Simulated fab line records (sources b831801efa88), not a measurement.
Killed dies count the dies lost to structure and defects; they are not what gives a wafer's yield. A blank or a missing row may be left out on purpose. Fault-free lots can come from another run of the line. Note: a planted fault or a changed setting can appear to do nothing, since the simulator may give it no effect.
8D (eight disciplines) problem report, filled in by code + flow gf180mcu + the parts of the form that need people (team, actions taken, sign-off) are left out

== 1. THE PROBLEM ==
Wafers free of any fault read 0.1598 ohm/sq (standard deviation 0.0014) for MIM_ALCU_RS at GF_MIM_RS_MEAS_10, against a mean of 0.2066 ohm/sq on 4 wafers of 3 lots. That puts it +33 standard deviations away from the usual mean.
The step: measures by four-point-probe.
The first sign was on wafer L513.1 at day 30 18:11, on film-metro-04. At this step, 30 wafers from 10 lots have a number in the record. Rule for "out" (also "out of limits"): further than 4 standard deviations from the usual mean. Any other wafer with a number is counted as sound.

== 2. WHAT THIS IS AND IS NOT ==
| question                    | is                             | is not                                                                    |
|-----------------------------|--------------------------------|---------------------------------------------------------------------------|
| which readings at this step | MIM_ALCU_RS                    | -                                                                         |
| which lots                  | L513, L514, L516               | L493, L494, L497, L500, L502, L506, L512                                  |
| which wafers of those lots  | L513.1, L514.1, L514.6, L516.6 | L513.2, L513.3, L514.4, L516.3, L516.4                                    |
| read on which gauges        | film-metro-03, film-metro-04   | film-metro-01                                                             |
| when                        | from day 30 18:11              | up to then (23 sound wafers); but 3 sound wafers of L514, L516 came after |

== 3. THE SUSPECTS, EACH WITH WHAT RULES IT OUT ==
Counting: if a tool at a process step up to the reading ran every lot that is out, it stays a suspect. Sound lots after the first of them don't rule it out here, since some wafers of a struck lot are sound.
- ruled out: the gauge at GF_MIM_RS_MEAS_10. Those wafers that are out were read across 2 gauges (film-metro-03, film-metro-04).
- pvd-sputter-03 at GF_MIM_SPUTTER_08 (material AlCu, target thk 200 nm, time 10.6 s): kept. Every lot that is out went through it, the first being L513 (day 30 18:08); the last sound lot it ran before that was L512 (day 30 12:24).
- pvd-sputter-03 at GF_MIM_SPUTTER_09 (material TiN, target thk 35 nm, time 29.2 s): kept. Every lot that is out went through it, the first being L513 (day 30 18:10); the last sound lot it ran before that was L512 (day 30 12:25).
The count leaves pvd-sputter-03 at GF_MIM_SPUTTER_09 and pvd-sputter-03 at GF_MIM_SPUTTER_08.

== 4. THE CAUSE (what the simulator had put in) ==
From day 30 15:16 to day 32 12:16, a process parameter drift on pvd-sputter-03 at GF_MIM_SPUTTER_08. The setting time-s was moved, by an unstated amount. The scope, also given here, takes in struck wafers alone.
This tool is one of the 2 suspects left after counting.

== 5. THE CHAIN OF EFFECTS, in route order ==
Rows list readings where the struck wafers' mean (over those with a number) sits beyond 3 standard deviations from the usual. Scope: only readings with a usual standard deviation given in the record; hours: median across lots of the time from each lot's start at the first step in this table that gives one to its start at this step; sigmas: change in usual standard deviations.
| hours | step                 | reading            | usual         | on struck wafers | change  | sigmas |
|-------|----------------------|--------------------|---------------|------------------|---------|--------|
| 0     | GF_MIM_RS_MEAS_10    | MIM_ALCU_RS        | 0.1598 ohm/sq | 0.2066           | +0.0468 | +33    |
| 0     | GF_MIM_THK_MEAS_11   | MIM_ALCU_THK       | 201.4 nm      | 157.5            | -43.9   | -23    |
| 17    | GF_MIM_METAL_ETCH_19 | oes-product-au     | 0.943 a.u.    | 0.861            | -0.082  | -14    |
| 17    | GF_MIM_METAL_ETCH_19 | throttle-valve-pct | 28.283 %      | 28.369           | +0.086  | +9.4   |
Its process steps:
- GF_MIM_METAL_ETCH_19: etches the open film in Cl2/BCl3, stops on Si3N4, target depth 324.5 nm, time 54.1 s.

== 6. WHAT WOULD HAVE CAUGHT IT SOONER ==
Counted from the fault's start at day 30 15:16, it took 3 hours until the first out-of-limits reading at a measuring or inspecting step in this record, taken at day 30 18:11.
No tool reading at GF_MIM_SPUTTER_08 that has a usual standard deviation in the record was out on any struck wafer, so an alarm limit of 4 standard deviations on those readings would not have fired.
Among the 3 lots that are out, L514, L516 began GF_MIM_SPUTTER_08 on pvd-sputter-03 after day 30 18:11. A hold on the tool at that time would have spared those 2.
